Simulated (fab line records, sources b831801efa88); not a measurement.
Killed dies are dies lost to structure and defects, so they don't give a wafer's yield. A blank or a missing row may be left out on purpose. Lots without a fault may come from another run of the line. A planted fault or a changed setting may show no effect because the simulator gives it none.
A struck lot beside a sound one | flow sfq_line | 42 steps out of a route of 325
Sound: wafers L476.1, L476.2, L476.5. Struck: wafer L481.2. (L481.4, L481.6 of the same lot were not struck and are left out.) The cause comes at the end.
At each step with rows: each side's tool, then ch and its chambers, then its first start. Under that, the readings that differ: sound wafers | struck wafers | difference of the means | sigmas: that difference in standard deviations of wafers without a fault.
alike: readings whose means differ by less than 2 such deviations, and words and numbers that are the same on both sides. not compared: withheld readings, readings that some wafer has no value for, bounds like >300 that may hide the same value, and numbers for which the record gives no deviation and whose values overlap.
The two part at a step that has a row with sigmas, a row that says differs or no value, or rows on one side only. Numbers that don't overlap but have no deviation are shown without sigmas and don't part them. A reading that every wafer of one side lacks parts them only if that side has two wafers or more.

first, 6 steps without rows for these wafers: SFQ_TRILAYER_M1_LITHO_COAT_044 (resist thk 62 nm); SFQ_TRILAYER_M1_LITHO_COAT_039 (resist thk 600 nm); SFQ_TRILAYER_M1_LITHO_SOFTBAKE_043; SFQ_TRILAYER_M1_LITHO_EXPOSE_040 (exposes mask M1, target cd 500 nm); SFQ_TRILAYER_M1_LITHO_PEB_042 (peb time 60 s); SFQ_TRILAYER_M1_LITHO_DEVELOP_041 (time 60 s).
SFQ_M1_OVL_MEAS_911:
  sound on overlay-01, day 25 11:59; struck on overlay-02, day 27 16:55
  alike: M1_OVL
then, 1 step without rows for these wafers: SFQ_TRILAYER_M1_BARC_OPEN_METAL_ETCH_054 (etches BARC in O2, target depth 125 nm, time 41.7 s).
SFQ_TRILAYER_M1_ETCH_METAL_ETCH_042: etches Nb in Cl2/Ar, stops on SiO2, target depth 240 nm, time 120 s.
  sound on rie_metal-01 ch 0,1, day 25 12:04; struck on rie_metal-01 ch 0, day 27 17:00
  reading               | sound             | struck | difference | sigmas
  oes_product_au (a.u.) | 0.899 0.893 0.900 | 0.881  | -0.016     | -2
  alike: drypump_motor_current_A
  not compared: rf_hours_counter_h
then, 2 steps without rows for these wafers: SFQ_TRILAYER_M1_STRIP_STRIP_043 (strips in O2); SFQ_TRILAYER_M1_STRIP_SOLV_CLEAN_044 (cleans in NMP, time 600 s).
SFQ_TRILAYER_I1_DEP_PECVD_045: deposits SiO2 from SiH4/N2O, time 111.11 s, target thk 500 nm.
  sound on pecvd-03 ch 0,1, day 25 12:58; struck on pecvd-04 ch 0, day 27 17:54
  alike: heater_power_w, throttle_valve_pct
SFQ_TRILAYER_I1_CMP_CMP_046: polishes SiO2.
  sound on cmp-01 ch 0,1, day 25 13:34; struck on cmp-01 ch 0, day 27 22:58
  reading                                             | sound             | struck | difference | sigmas
  motor_current_A (A)                                 | 8.6 11.0 8.6      | 11.7   | +2.3       | +2
  time_to_endpoint_s (s)                              | 208 210 211       | 252    | +42        | +7
  model.SiO2_of_TRILAYER_I1_DEP_PECVD_045.thk_nm (nm) | 199.3 199.3 199.2 | 149.8  | -49.5      |
SFQ_I1_BOW_MEAS_912:
  sound on film_metro-02, day 25 16:34; struck on film_metro-03, day 28 00:29
  alike: I1_BOW
SFQ_TRILAYER_I1_METRO_MEASURE_047:
  sound on film_metro-02, day 25 16:41; struck on film_metro-03, day 28 00:47
  reading     | sound             | struck | difference | sigmas
  thk_nm (nm) | 199.3 199.2 199.2 | 149.8  | -49.4      | -51
then, 6 steps without rows for these wafers: SFQ_TRILAYER_I1_VIA_LITHO_COAT_054 (resist thk 62 nm); SFQ_TRILAYER_I1_VIA_LITHO_COAT_049 (resist thk 650 nm); SFQ_TRILAYER_I1_VIA_LITHO_SOFTBAKE_053; SFQ_TRILAYER_I1_VIA_LITHO_EXPOSE_050 (exposes mask I1, target cd 500 nm); SFQ_TRILAYER_I1_VIA_LITHO_PEB_052 (peb time 60 s); SFQ_TRILAYER_I1_VIA_LITHO_DEVELOP_051 (time 60 s).
-- the record jumps here: 6 days lie between the struck wafers' starts before and after --
SFQ_I1_OVL_MEAS_913:
  sound on overlay-01, day 26 12:30; struck on overlay-02, day 34 09:05
  alike: I1_OVL
SFQ_TRILAYER_I1_VIA_BARC_OPEN_VIA_ETCH_071: etches BARC in O2, target depth 125 nm, time 41.7 s.
  sound on rie_diel-02 ch 0,2, day 26 12:32; struck on rie_diel-03 ch 3, day 34 09:07
  alike: drypump_motor_current_A, oes_product_au
  not compared: rf_hours_counter_h
SFQ_TRILAYER_I1_VIA_ETCH_VIA_ETCH_052: etches SiO2 in CHF3, stops on Nb, target depth 260 nm.
  sound on rie_diel-02 ch 0,2, day 26 12:35; struck on rie_diel-03 ch 3, day 34 09:10
  reading                        | sound             | struck | difference | sigmas
  oes_product_au (a.u.)          | 0.846 0.848 0.855 | 0.736  | -0.114     | -23
  model.etch.depth_nm (nm)       | 199.3 199.3 199.2 | 149.8  | -49.5      |
  model.I1.feature_depth_nm (nm) | 199.3 199.3 199.2 | 149.8  | -49.5      |
  alike: drypump_motor_current_A
SFQ_TRILAYER_I1_VIA_STRIP_STRIP_053: strips in O2.
  sound on rie_metal-04 ch 0,1, day 26 12:41; struck on rie_metal-02 ch 1, day 34 09:16
  alike: drypump_motor_current_A, oes_product_au
  not compared: rf_hours_counter_h
then, 1 step without rows for these wafers: SFQ_TRILAYER_I1_VIA_STRIP_SOLV_CLEAN_054 (cleans in NMP, time 600 s).
SFQ_TRILAYER_M2_DEP_PRE_CLEAN_056: time 22.5 s.
  sound on pvd_sputter-04, day 26 13:28; struck on pvd_sputter-06, day 34 10:03
  reading                                             | sound             | struck | difference | sigmas
  model.SiO2_of_TRILAYER_I1_DEP_PECVD_045.thk_nm (nm) | 191.8 191.8 191.7 | 142.3  | -49.5      |
  alike: bias_v
then, 1 step without rows for these wafers: SFQ_TRILAYER_M2_DEP_SPUTTER_055 (material Nb, target thk 200 nm, time 133.3 s).
SFQ_M2_RS_MEAS_914: measures by four-point-probe.
  sound on film_metro-01, day 26 13:35; struck on film_metro-01, day 34 10:11
  alike: M2_NB_RS
then, 6 steps without rows for these wafers: SFQ_TRILAYER_M2_LITHO_COAT_062 (resist thk 62 nm); SFQ_TRILAYER_M2_LITHO_COAT_057 (resist thk 600 nm); SFQ_TRILAYER_M2_LITHO_SOFTBAKE_061; SFQ_TRILAYER_M2_LITHO_EXPOSE_058 (exposes mask M2, target cd 500 nm); SFQ_TRILAYER_M2_LITHO_PEB_060 (peb time 60 s); SFQ_TRILAYER_M2_LITHO_DEVELOP_059 (time 60 s).
SFQ_M2_OVL_MEAS_916:
  sound on overlay-01, day 32 13:53; struck on overlay-02, day 34 13:53
  alike: M2_OVL
then, 2 steps without rows for these wafers: SFQ_TRILAYER_M2_BARC_OPEN_METAL_ETCH_077 (etches BARC in O2, target depth 125 nm, time 41.7 s); SFQ_TRILAYER_M2_ETCH_METAL_ETCH_060 (etches Nb in Cl2/Ar, stops on SiO2, target depth 240 nm, time 120 s).
SFQ_TRILAYER_M2_STRIP_STRIP_061: strips in O2.
  sound on rie_metal-04 ch 0,1, day 32 14:06; struck on rie_metal-01 ch 1, day 34 14:07
  alike: drypump_motor_current_A, oes_product_au
  not compared: rf_hours_counter_h
then, 2 steps without rows for these wafers: SFQ_TRILAYER_M2_STRIP_SOLV_CLEAN_062 (cleans in NMP, time 600 s); SFQ_TRILAYER_I2_DEP_PECVD_063 (deposits SiO2 from SiH4/N2O, time 111.11 s, target thk 500 nm).
-- the record jumps here: 51 days lie between the struck wafers' starts before and after --
SFQ_M8_BOW_MEAS_951:
  sound on film_metro-04, day 84 17:31; struck on film_metro-01, day 85 06:05
  reading                 | sound            | struck | difference | sigmas
  model.etest.i1.link_ohm | 1.967 1.974 1.97 | 1.922  | -0.048     |
  alike: M8_BOW

WHERE THEY PART
First at SFQ_TRILAYER_M1_ETCH_METAL_ETCH_042; last, within this record, at SFQ_TRILAYER_I1_VIA_ETCH_VIA_ETCH_052. Later steps at which nothing parts them and some readings are alike: SFQ_TRILAYER_I1_VIA_STRIP_STRIP_053, SFQ_TRILAYER_M2_DEP_PRE_CLEAN_056, SFQ_M2_RS_MEAS_914, SFQ_M2_OVL_MEAS_916, SFQ_TRILAYER_M2_STRIP_STRIP_061, SFQ_M8_BOW_MEAS_951.

WHY: what the simulator had put in
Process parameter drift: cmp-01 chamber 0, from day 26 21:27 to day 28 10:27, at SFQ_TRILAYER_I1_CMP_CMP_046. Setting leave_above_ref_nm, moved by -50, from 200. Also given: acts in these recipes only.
